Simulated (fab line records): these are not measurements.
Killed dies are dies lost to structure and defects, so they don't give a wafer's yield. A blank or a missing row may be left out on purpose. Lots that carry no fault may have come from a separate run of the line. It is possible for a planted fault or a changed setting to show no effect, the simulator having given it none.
A struck lot beside a sound one / flow gf180mcu / 15 out of 602 route steps
Sound: wafers L690.2, L690.3, L690.4. Struck: wafers L698.1, L698.4 (left out: L698.5, a lot-mate that was not struck); the cause follows at the end.
For every step that has rows: the tool of each side, followed by ch and its chambers, followed by its first start. Under that, the readings that differ: sound wafers / struck wafers / difference of the means / sigmas: that difference in standard deviations of wafers without a fault.
alike: a reading whose means differ by less than 2 such deviations, as well as words and numbers matching on both sides. not compared: withheld readings; readings where some wafer has no value; bounds like >300 that might hide an equal value; numbers whose values overlap and for which the record gives no deviation.
A row with sigmas, a row that says differs or no value, or rows on one side alone: a step with any of these is where the two part. Non-overlapping numbers with no deviation appear without sigmas and do not part them. A reading missing from all wafers of one side parts the sides only when that side holds two or more wafers.

GF_HV_LDD_TW_MEAS_50:
  sound on filmMetro-04, day 15 08:02; struck on filmMetro-02, day 18 07:16
  alike: HV_LDD_4_TW
then, 1 step without rows for these wafers: GF_HV_LDD_CLEAN_51 (cleans in SC1/SC2, time 150 s).
GF_HV_LDD_RTA_52: time 10 s.
  sound on rtpAnneal-01 ch 0, day 15 08:08; struck on rtpAnneal-02 ch 0, day 18 07:23
reading=lampPowerPct (%); sound=39.2 39.2 39.2; struck=33.3 33.4; difference=-5.9; sigmas=-2
  alike: wafer_temp_C_max
GF_HV_LDD_RS_MEAS_53: uses a four-point probe to measure.
  sound on filmMetro-04, day 15 08:13; struck on filmMetro-04, day 18 07:27
  alike: HV_LDD_RS
then, 1 step without rows for these wafers: GF_HV_LDD_CVD_54 (deposits SiO2 from TEOS, target thk 10 nm, time 75 s).
GF_HV_LDD_THK_MEAS_55:
  sound on filmMetro-01, day 15 09:21; struck on filmMetro-04, day 18 09:06
  alike: HV_LDD_CVD_54_THK
then, 1 step without rows for these wafers: GF_HV_LDD_CVD_56 (deposits Si3N4 from DCS/NH3, target thk 90 nm, time 1543 s).
GF_HV_LDD_THK_MEAS_57:
  sound on filmMetro-02, day 15 10:50; struck on filmMetro-04, day 18 10:35
reading=HV_LDD_CVD_56_THK (nm); sound=89.9 90.3 90.4; struck=87.4 87.6; difference=-2.7; sigmas=-3
GF_HV_LDD_ETCHBACK_58: etches Si3N4 in CH3F/O2, stops on SiO2, time 100 s, target depth 90 nm.
  sound on rieDiel-01 ch 0,1,2, day 15 10:53; struck on rieDiel-03 ch 2,3, day 18 10:39
  alike: chamberPressureMTorr, drypumpMotorCurrentA, oesProductAu, rfFwdPowerW, throttleValvePct
  not compared: rfHoursCounterH
then, 3 steps without rows for these wafers: GF_NSD_DEHYDRATE_00 (time 60 s); GF_NSD_HMDS_01 (prime time 60 s); GF_NSD_COAT_02 (resist thk 1000 nm).
GF_NSD_SOFTBAKE_03: time 60 s.
  sound on lithoTrack-04 ch 0, day 15 21:50; struck on lithoTrack-01 ch 0, day 18 22:04
reading=heaterPowerTotalW (W); sound=56.52 56.67 56.64; struck=57.57 57.57; difference=+0.96; sigmas=+20
reading=runLengthS (s); sound=89.39 89.29 89.04; struck=86.01 85.72; difference=-3.38; sigmas=-24
then, 2 steps without rows for these wafers: GF_NSD_EXPOSE_04 (exposes mask Nplus, target cd 400 nm); GF_PASSIVATION_PROBE_99.

## WHERE THEY PART
At GF_HV_LDD_RTA_52 first; at GF_NSD_SOFTBAKE_03 last (within this record only).

WHY: what had been put in by the simulator
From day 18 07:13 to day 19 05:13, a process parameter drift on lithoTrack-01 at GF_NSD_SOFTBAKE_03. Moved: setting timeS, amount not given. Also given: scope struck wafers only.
